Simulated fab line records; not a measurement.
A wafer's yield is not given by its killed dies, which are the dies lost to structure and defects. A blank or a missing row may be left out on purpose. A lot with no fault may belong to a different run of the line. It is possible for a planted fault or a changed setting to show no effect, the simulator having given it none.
Which tool is to blame? || flow gf180mcu || Sampling: 12 lots, 35 wafers, 6 of 602 route steps

## WHAT THE GAUGES READ, wafer by wafer
GF_MVPSD_TW_MEAS_11.
{"lot": "L639", "measured": "day 5 00:24", "on": "filmMetro-02", "MVPSD_TW": "551 549 549"}
{"lot": "L640", "measured": "day 5 06:35", "on": "filmMetro-04", "MVPSD_TW": "545 544 543"}
{"lot": "L642", "measured": "day 5 19:47", "on": "filmMetro-02", "MVPSD_TW": "549 552 549"}
{"lot": "L643", "measured": "day 5 23:59", "on": "filmMetro-03", "MVPSD_TW": "551 548 550"}
{"lot": "L647", "measured": "day 6 23:38", "on": "filmMetro-03", "MVPSD_TW": "550 552"}
{"lot": "L649", "measured": "day 7 13:59", "on": "filmMetro-04", "MVPSD_TW": "542 542 541"}
{"lot": "L654", "measured": "day 8 22:14", "on": "filmMetro-03", "MVPSD_TW": "553 552 552"}
{"lot": "L656", "measured": "day 9 05:44", "on": "filmMetro-04", "MVPSD_TW": "545 544 547"}
{"lot": "L658", "measured": "day 9 18:55", "on": "filmMetro-02", "MVPSD_TW": "546 546 550"}
{"lot": "L659", "measured": "day 9 23:13", "on": "filmMetro-03", "MVPSD_TW": "548 548 549"}
{"lot": "L660", "measured": "day 10 04:29", "on": "filmMetro-03", "MVPSD_TW": "554 549 555"}
{"lot": "L662", "measured": "day 10 17:48", "on": "filmMetro-03", "MVPSD_TW": "549 549 548"}

GF_HV_LDD_OVL_MEAS_32.
{"lot": "L639", "measured": "day 11 14:01", "on": "overlay-01", "HV_LDD_02_OVL (nm)": "-0.4 1.3 2.6"}
{"lot": "L640", "measured": "day 12 01:43", "on": "overlay-02", "HV_LDD_02_OVL (nm)": "-0.7 -1.1 -2.2"}
{"lot": "L642", "measured": "day 12 17:58", "on": "overlay-01", "HV_LDD_02_OVL (nm)": "1.6 0.8 1.5"}
{"lot": "L643", "measured": "day 12 18:20", "on": "overlay-01", "HV_LDD_02_OVL (nm)": "2.5 2.1 1.0"}
{"lot": "L647", "measured": "day 14 03:25", "on": "overlay-01", "HV_LDD_02_OVL (nm)": "-1.1 -0.1"}
{"lot": "L649", "measured": "day 14 22:07", "on": "overlay-01", "HV_LDD_02_OVL (nm)": "3.0 1.4 0.4"}
{"lot": "L654", "measured": "day 16 10:34", "on": "overlay-01", "HV_LDD_02_OVL (nm)": "0.6 1.2 0.5"}
{"lot": "L656", "measured": "day 17 00:34", "on": "overlay-02", "HV_LDD_02_OVL (nm)": "2.2 1.7 1.8"}
{"lot": "L658", "measured": "day 17 18:31", "on": "overlay-02", "HV_LDD_02_OVL (nm)": "-0.9 -0.6 2.4"}
{"lot": "L659", "measured": "day 17 20:25", "on": "overlay-01", "HV_LDD_02_OVL (nm)": "1.9 2.6 1.6"}
{"lot": "L660", "measured": "day 18 07:10", "on": "overlay-01", "HV_LDD_02_OVL (nm)": "-0.2 0.4 -0.9"}
{"lot": "L662", "measured": "day 19 02:04", "on": "overlay-02", "HV_LDD_02_OVL (nm)": "-0.9 0.4 -0.6"}

GF_HV_LDD_TW_MEAS_38.
{"lot": "L639", "measured": "day 11 14:46", "on": "filmMetro-02", "HV_LDD_3_TW": "1417 1421 1417"}
{"lot": "L640", "measured": "day 12 02:28", "on": "filmMetro-04", "HV_LDD_3_TW": "1419 1423 1420"}
{"lot": "L642", "measured": "day 12 18:41", "on": "filmMetro-03", "HV_LDD_3_TW": "1419 1418 1425"}
{"lot": "L643", "measured": "day 12 19:04", "on": "filmMetro-02", "HV_LDD_3_TW": "1415 1418 1418"}
{"lot": "L647", "measured": "day 14 04:14", "on": "filmMetro-02", "HV_LDD_3_TW": "1411 1461"}
{"lot": "L649", "measured": "day 14 22:50", "on": "filmMetro-02", "HV_LDD_3_TW": "1420 1424 1465"}
{"lot": "L654", "measured": "day 16 11:17", "on": "filmMetro-03", "HV_LDD_3_TW": "1432 1424 1425"}
{"lot": "L656", "measured": "day 17 01:18", "on": "filmMetro-02", "HV_LDD_3_TW": "1426 1430 1426"}
{"lot": "L658", "measured": "day 17 19:16", "on": "filmMetro-04", "HV_LDD_3_TW": "1410 1410 1395"}
{"lot": "L659", "measured": "day 17 21:10", "on": "filmMetro-04", "HV_LDD_3_TW": "1405 1397 1411"}
{"lot": "L660", "measured": "day 18 07:53", "on": "filmMetro-03", "HV_LDD_3_TW": "1432 1435 1428"}
{"lot": "L662", "measured": "day 19 02:49", "on": "filmMetro-02", "HV_LDD_3_TW": "1430 1431 1427"}

GF_HV_LDD_RS_MEAS_53: a four-point-probe measurement.
{"lot": "L639", "measured": "day 12 12:01", "on": "filmMetro-03", "HV_LDD_RS (ohm/sq)": "417.6 418.7 418.9"}
{"lot": "L640", "measured": "day 12 21:23", "on": "filmMetro-04", "HV_LDD_RS (ohm/sq)": "417.2 418.3 416.9"}
{"lot": "L642", "measured": "day 13 15:14", "on": "filmMetro-04", "HV_LDD_RS (ohm/sq)": "417.1 417.3 417.6"}
{"lot": "L643", "measured": "day 13 15:56", "on": "filmMetro-03", "HV_LDD_RS (ohm/sq)": "418.3 418.0 417.2"}
{"lot": "L647", "measured": "day 15 01:22", "on": "filmMetro-02", "HV_LDD_RS (ohm/sq)": "418.9 409.8"}
{"lot": "L649", "measured": "day 15 20:39", "on": "filmMetro-02", "HV_LDD_RS (ohm/sq)": "416.9 419.0 409.0"}
{"lot": "L654", "measured": "day 17 10:25", "on": "filmMetro-02", "HV_LDD_RS (ohm/sq)": "417.2 418.0 416.4"}
{"lot": "L656", "measured": "day 18 00:49", "on": "filmMetro-03", "HV_LDD_RS (ohm/sq)": "416.9 417.3 417.5"}
{"lot": "L658", "measured": "day 18 19:34", "on": "filmMetro-03", "HV_LDD_RS (ohm/sq)": "417.5 416.6 417.4"}
{"lot": "L659", "measured": "day 18 21:17", "on": "filmMetro-03", "HV_LDD_RS (ohm/sq)": "416.8 418.4 417.9"}
{"lot": "L660", "measured": "day 19 08:04", "on": "filmMetro-02", "HV_LDD_RS (ohm/sq)": "419.7 419.5 419.2"}
{"lot": "L662", "measured": "day 20 03:40", "on": "filmMetro-02", "HV_LDD_RS (ohm/sq)": "417.0 416.3 417.7"}

## WHICH TOOL RAN EACH LOT (tool, then ch and the chambers of the sampled wafers, then the start)
{"lot": "L639", "GF_HV_LDD_IMPLANT_36": "implanter-03 ch 0, day 11 14:32", "GF_HV_LDD_STRIP_37": "plasmaAsher-04 ch 0,1, day 11 14:41"}
{"lot": "L640", "GF_HV_LDD_IMPLANT_36": "implanter-03 ch 0, day 12 02:14", "GF_HV_LDD_STRIP_37": "plasmaAsher-04 ch 0,1, day 12 02:21"}
{"lot": "L642", "GF_HV_LDD_IMPLANT_36": "implanter-02 ch 0, day 12 18:26", "GF_HV_LDD_STRIP_37": "plasmaAsher-03 ch 0,1, day 12 18:35"}
{"lot": "L643", "GF_HV_LDD_IMPLANT_36": "implanter-03 ch 0, day 12 18:49", "GF_HV_LDD_STRIP_37": "plasmaAsher-02 ch 0,1, day 12 18:58"}
{"lot": "L647", "GF_HV_LDD_IMPLANT_36": "implanter-03 ch 0, day 14 03:55", "GF_HV_LDD_STRIP_37": "plasmaAsher-03 ch 1, day 14 04:03"}
{"lot": "L649", "GF_HV_LDD_IMPLANT_36": "implanter-03 ch 0, day 14 22:35", "GF_HV_LDD_STRIP_37": "plasmaAsher-04 ch 0,1, day 14 22:44"}
{"lot": "L654", "GF_HV_LDD_IMPLANT_36": "implanter-02 ch 0, day 16 11:02", "GF_HV_LDD_STRIP_37": "plasmaAsher-02 ch 0,1, day 16 11:11"}
{"lot": "L656", "GF_HV_LDD_IMPLANT_36": "implanter-02 ch 0, day 17 01:03", "GF_HV_LDD_STRIP_37": "plasmaAsher-04 ch 0,1, day 17 01:12"}
{"lot": "L658", "GF_HV_LDD_IMPLANT_36": "implanter-02 ch 0, day 17 19:03", "GF_HV_LDD_STRIP_37": "plasmaAsher-03 ch 0,1, day 17 19:11"}
{"lot": "L659", "GF_HV_LDD_IMPLANT_36": "implanter-02 ch 0, day 17 20:56", "GF_HV_LDD_STRIP_37": "plasmaAsher-03 ch 0,1, day 17 21:05"}
{"lot": "L660", "GF_HV_LDD_IMPLANT_36": "implanter-02 ch 0, day 18 07:38", "GF_HV_LDD_STRIP_37": "plasmaAsher-02 ch 0,1, day 18 07:47"}
{"lot": "L662", "GF_HV_LDD_IMPLANT_36": "implanter-01 ch 0, day 19 02:36", "GF_HV_LDD_STRIP_37": "plasmaAsher-03 ch 0,1, day 19 02:44"}
- GF_HV_LDD_IMPLANT_36
- GF_HV_LDD_STRIP_37: strips in O2/N2.

## WHAT THE TOOLS THEMSELVES READ (means of the sampled wafers that have a number; where no wafer has one, the mark that the record gives instead)
GF_HV_LDD_IMPLANT_36.
{"lot": "L639", "tool": "implanter-03", "beamOnS (s)": 9.81, "doseIonsCm2": 7.492e+12, "faradayCurrentUA": 43.1, "rotationDeg (degrees)": 270.05}
{"lot": "L640", "tool": "implanter-03", "beamOnS (s)": 9.81, "doseIonsCm2": 7.505e+12, "faradayCurrentUA": 43.0, "rotationDeg (degrees)": 270.01}
{"lot": "L642", "tool": "implanter-02", "beamOnS (s)": 10.10, "doseIonsCm2": 7.507e+12, "faradayCurrentUA": 41.8, "rotationDeg (degrees)": 270.07}
{"lot": "L643", "tool": "implanter-03", "beamOnS (s)": 10.01, "doseIonsCm2": 7.496e+12, "faradayCurrentUA": 42.3, "rotationDeg (degrees)": 270.05}
{"lot": "L647", "tool": "implanter-03", "beamOnS (s)": 11.94, "doseIonsCm2": 7.501e+12, "faradayCurrentUA": 36.5, "rotationDeg (degrees)": 270.03}
{"lot": "L649", "tool": "implanter-03", "beamOnS (s)": 11.38, "doseIonsCm2": 7.490e+12, "faradayCurrentUA": 38.5, "rotationDeg (degrees)": 269.94}
{"lot": "L654", "tool": "implanter-02", "beamOnS (s)": 10.13, "doseIonsCm2": 7.505e+12, "faradayCurrentUA": 41.8, "rotationDeg (degrees)": 270.05}
{"lot": "L656", "tool": "implanter-02", "beamOnS (s)": 10.10, "doseIonsCm2": 7.490e+12, "faradayCurrentUA": 41.9, "rotationDeg (degrees)": 270.04}
{"lot": "L658", "tool": "implanter-02", "beamOnS (s)": 10.13, "doseIonsCm2": 7.500e+12, "faradayCurrentUA": 41.8, "rotationDeg (degrees)": 270.02}
{"lot": "L659", "tool": "implanter-02", "beamOnS (s)": 9.84, "doseIonsCm2": 7.491e+12, "faradayCurrentUA": 43.1, "rotationDeg (degrees)": 270.02}
{"lot": "L660", "tool": "implanter-02", "beamOnS (s)": 9.93, "doseIonsCm2": 7.502e+12, "faradayCurrentUA": 42.5, "rotationDeg (degrees)": 270.04}
{"lot": "L662", "tool": "implanter-01", "beamOnS (s)": 9.96, "doseIonsCm2": 7.499e+12, "faradayCurrentUA": 42.6, "rotationDeg (degrees)": 269.97}

GF_HV_LDD_STRIP_37.
{"lot": "L639", "tool": "plasmaAsher-04", "drypumpMotorCurrentA (A)": 5.3, "heaterPowerW (W)": 287, "n2FlowSccm (sccm)": 299.9, "oesProductAu (a.u.)": 0.716, "stripTimeToEndpointS (s)": 12.610}
{"lot": "L640", "tool": "plasmaAsher-04", "drypumpMotorCurrentA (A)": 5.4, "heaterPowerW (W)": 284, "n2FlowSccm (sccm)": 300.1, "oesProductAu (a.u.)": 0.718, "stripTimeToEndpointS (s)": 12.621}
{"lot": "L642", "tool": "plasmaAsher-03", "drypumpMotorCurrentA (A)": 5.8, "heaterPowerW (W)": 342, "n2FlowSccm (sccm)": 299.9, "oesProductAu (a.u.)": 0.718, "stripTimeToEndpointS (s)": 12.615}
{"lot": "L643", "tool": "plasmaAsher-02", "drypumpMotorCurrentA (A)": 5.9, "heaterPowerW (W)": 348, "n2FlowSccm (sccm)": 300.0, "oesProductAu (a.u.)": 0.717, "stripTimeToEndpointS (s)": 12.647}
{"lot": "L647", "tool": "plasmaAsher-03", "drypumpMotorCurrentA (A)": 5.5, "heaterPowerW (W)": 320, "n2FlowSccm (sccm)": 301.2, "oesProductAu (a.u.)": 0.719, "stripTimeToEndpointS (s)": 12.627}
{"lot": "L649", "tool": "plasmaAsher-04", "drypumpMotorCurrentA (A)": 5.3, "heaterPowerW (W)": 284, "n2FlowSccm (sccm)": 299.0, "oesProductAu (a.u.)": 0.714, "stripTimeToEndpointS (s)": 12.627}
{"lot": "L654", "tool": "plasmaAsher-02", "drypumpMotorCurrentA (A)": 6.1, "heaterPowerW (W)": 369, "n2FlowSccm (sccm)": 300.2, "oesProductAu (a.u.)": 0.720, "stripTimeToEndpointS (s)": 12.614}
{"lot": "L656", "tool": "plasmaAsher-04", "drypumpMotorCurrentA (A)": 5.4, "heaterPowerW (W)": 286, "n2FlowSccm (sccm)": 300.0, "oesProductAu (a.u.)": 0.715, "stripTimeToEndpointS (s)": 12.605}
{"lot": "L658", "tool": "plasmaAsher-03", "drypumpMotorCurrentA (A)": 5.8, "heaterPowerW (W)": 339, "n2FlowSccm (sccm)": 300.1, "oesProductAu (a.u.)": 0.715, "stripTimeToEndpointS (s)": 12.650}
{"lot": "L659", "tool": "plasmaAsher-03", "drypumpMotorCurrentA (A)": 5.8, "heaterPowerW (W)": 346, "n2FlowSccm (sccm)": 299.0, "oesProductAu (a.u.)": 0.716, "stripTimeToEndpointS (s)": 12.618}
{"lot": "L660", "tool": "plasmaAsher-02", "drypumpMotorCurrentA (A)": 6.1, "heaterPowerW (W)": 372, "n2FlowSccm (sccm)": 299.1, "oesProductAu (a.u.)": 0.717, "stripTimeToEndpointS (s)": 12.617}
{"lot": "L662", "tool": "plasmaAsher-03", "drypumpMotorCurrentA (A)": 5.8, "heaterPowerW (W)": 338, "n2FlowSccm (sccm)": 300.5, "oesProductAu (a.u.)": 0.714, "stripTimeToEndpointS (s)": 12.564}

## THE ANSWER, worked out from the rows above alone
Rule: the lots themselves supply what counts as usual. Put in order of their means at a reading, lots are off if they are a third of the lots or fewer, leave a main group of 4 or more, and stand apart from it by a gap of 3 or more times the standard deviation of the main group's means; of several such gaps the widest counts. Not used: any main group whose means are identical at the precision the tables above print for the reading. A lot without any number at a reading at which 4 lots or more have one is off too. Where the step has rows for the other lots, those lots are counted as sound. First the gauges in route order, then the tools' own readings, where a lot's mean is used as printed above. The first step at which some lot is off is used, and at that step the reading that is off furthest; a lot without a number counts as furthest.
Off, at GF_HV_LDD_IMPLANT_36 on beamOnS: L647, L649. Mean 9.98 s and standard deviation 0.12 in the main group.
A tool fits if, at that step or a process step before it, it ran every lot that is off, and no sound lot after the first of them. One fits: GF_HV_LDD_IMPLANT_36 on implanter-03. A fault onset in the window from L643 (day 12 18:49, its last sound lot) to L647 (day 14 03:55, its first lot off) fits.
The tool's own readings at GF_HV_LDD_IMPLANT_36 bear it out: on the lots that are off they differ by more than 5 times the standard deviation of the sound lots' means. beamOnS reads 11.66 s there against 9.98 s on the sound lots; faradayCurrentUA reads 37.5 there against 42.4 on the sound lots.

## WHAT THE SIMULATOR PUT IN
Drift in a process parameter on implanter-03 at GF_HV_LDD_IMPLANT_36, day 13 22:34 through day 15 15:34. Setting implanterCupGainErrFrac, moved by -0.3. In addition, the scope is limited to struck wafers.
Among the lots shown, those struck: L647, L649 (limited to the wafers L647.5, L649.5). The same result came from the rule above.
